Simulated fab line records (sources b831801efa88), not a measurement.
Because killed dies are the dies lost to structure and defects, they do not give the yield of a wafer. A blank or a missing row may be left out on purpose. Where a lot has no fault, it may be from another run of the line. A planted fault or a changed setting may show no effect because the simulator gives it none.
A lot that was struck, set against a sound lot :: flow sky130 :: 21 steps out of a route of 708
Sound: these wafers, L759.1, L759.3, L759.5. Struck: wafers L769.3, L769.4, L769.6. The cause is given at the end.
At each step with rows: each side's tool, then ch and its chambers, then its first start. Under that, the readings that differ: sound wafers :: struck wafers :: difference of the means :: sigmas: that difference in standard deviations of wafers without a fault.
alike: same words and numbers on both sides, and readings whose means sit less than 2 such deviations apart. not compared: any withheld reading, any reading some wafer has no value for, any bound like >300 that may hide the same value, and any number with overlapping values for which the record gives no deviation.
A row with sigmas, a row that says differs or no value, or rows on one side alone: a step with any of these is where the two part. When numbers do not overlap yet have no deviation, they are printed without sigmas and do not part them. Lack of a reading on every wafer of one side parts them only where that side has two or more wafers.

first, 3 steps without rows for these wafers: SKY_LDD_P_EXPOSE_04 (exposes mask PSDM, target cd 380 nm); SKY_LDD_P_PEB_05; SKY_LDD_P_DEVELOP_06 (develop time 60 s).
SKY_LDD_P_CD_MEAS_07: target cd 380 nm.
  sound on cdSem-01 at day 18 20:19; struck on cdSem-02 at day 24 00:15
  alike: cdNm
SKY_LDD_P_OVL_MEAS_08:
  sound on overlay-01 at day 18 20:26; struck on overlay-02 at day 24 00:20
  alike: LDD_P_OVL
next, for these wafers, 1 step has no rows: SKY_LDD_P_IMPLANT_09.
SKY_LDD_P_STRIP_10: strips in O2/N2.
  sound on plasmaAsher-01 ch 0,1, day 18 20:37; struck on plasmaAsher-01 ch 0,1, day 24 00:33
  alike: drypumpMotorCurrentA, oesProductAu, stripTimeToEndpointS
  not compared: rfHoursCounterH
SKY_LDD_P_TW_MEAS_11:
  sound on filmMetro-01 at day 18 20:43; struck on filmMetro-03 at day 24 00:38
reading: LDD_P_TW
sound: 626 627 628
struck: 644 642 647
difference: +17
sigmas: +2
then, 4 steps without rows for these wafers: SKY_LDD_HVN_DEHYDRATE_00 (time 60 s); SKY_LDD_HVN_HMDS_01 (prime time 60 s); SKY_LDD_HVN_COAT_02 (resist thk 300 nm); SKY_LDD_HVN_SOFTBAKE_03 (time 60 s).
SKY_LDD_HVN_EXPOSE_04: exposes mask HVNTM, target cd 700 nm.
  sound on ilineStepper-02 ch 0, day 19 12:08; struck on ilineStepper-02 ch 0, day 24 15:24
reading: mask
sound: HVNTM#0 HVNTM#0 HVNTM#0
struck: PSDM#0 PSDM#0 PSDM#0
difference: differs
sigmas: 
then, 2 steps without rows for these wafers: SKY_LDD_HVN_PEB_05; SKY_LDD_HVN_DEVELOP_06 (develop time 60 s).
SKY_LDD_HVN_OVL_MEAS_07:
  sound on overlay-01 at day 20 02:14; struck on overlay-02 at day 25 06:26
reading: LDD_HVN_OVL (nm)
sound: 2.9 3.2 2.9
struck: - - -
difference: no value on the struck wafers
sigmas: 
next, for these wafers, 1 step has no rows: SKY_LDD_HVN_IMPLANT_08.
SKY_LDD_HVN_STRIP_09: strips in O2/N2.
  sound on plasmaAsher-02 ch 0,1, day 20 02:25; struck on plasmaAsher-02 ch 0,1, day 25 06:38
  alike: drypumpMotorCurrentA, oesProductAu, stripTimeToEndpointS
  not compared: rfHoursCounterH
SKY_LDD_HVN_TW_MEAS_10:
  sound on filmMetro-02 at day 20 02:31; struck on filmMetro-04 at day 25 06:43
reading: LDD_HVN_TW
sound: 1437 1433 1445
struck: 30 30 30
difference: -1408
sigmas: -99 or more
then, 1 step without rows for these wafers: SKY_LDD_HVP_DEHYDRATE_00 (time 60 s).
-- here the record skips 24 days between the struck wafers' starts before and after, leaving off in module LDD_HVP and picking up in module PAD_OPEN (first step shown: number 708 of the route) --
SKY_PAD_OPEN_PROBE_99:
  sound on prober-02 at day 45 18:26; struck on prober-01 at day 49 03:05
reading: model.etest.pfet_01v8.rOnOhmUm
sound: 2866 2860 2792
struck: 5374 5610 5229
difference: +2565
sigmas: 

reading: model.etest.pfetG5v0d10v5.rOnOhmUm
sound: 4808 4821 4762
struck: 6285 6336 6242
difference: +1491
sigmas: 

reading: model.etest.pfet_16v.rOnOhmUm
sound: 1.498e+04 1.473e+04 1.493e+04
struck: 1.581e+04 1.594e+04 1.59e+04
difference: +1.003e+03
sigmas: 

reading: model.etest.nfetG5v0d10v5.rOnOhmUm
sound: 1883 1882 1864
struck: 2232 2268 2246
difference: +372
sigmas: 

reading: model.etest.pfet_01v8.driveUaUm
sound: 193.6 197.6 202
struck: 70.07 66.73 72.99
difference: -127.80
sigmas: 

reading: model.etest.pfet_01v8_lvt.driveUaUm
sound: 173.5 172.7 175.1
struck: 78.12 75.12 79.34
difference: -96.24
sigmas: 

reading: model.etest.pfet_01v8_hvt.driveUaUm
sound: 146.5 148.6 152.2
struck: 56.17 53.57 58.26
difference: -93.10
sigmas: 

reading: model.etest.pfetG5v0d10v5.driveUaUm
sound: 335.5 334.4 337.6
struck: 246.8 244.4 249.1
difference: -89.1
sigmas: 

== WHERE THEY PART ==
At SKY_LDD_P_TW_MEAS_11 first; at SKY_LDD_HVN_TW_MEAS_10 last (within this record only).

WHY: what had been put in by the simulator
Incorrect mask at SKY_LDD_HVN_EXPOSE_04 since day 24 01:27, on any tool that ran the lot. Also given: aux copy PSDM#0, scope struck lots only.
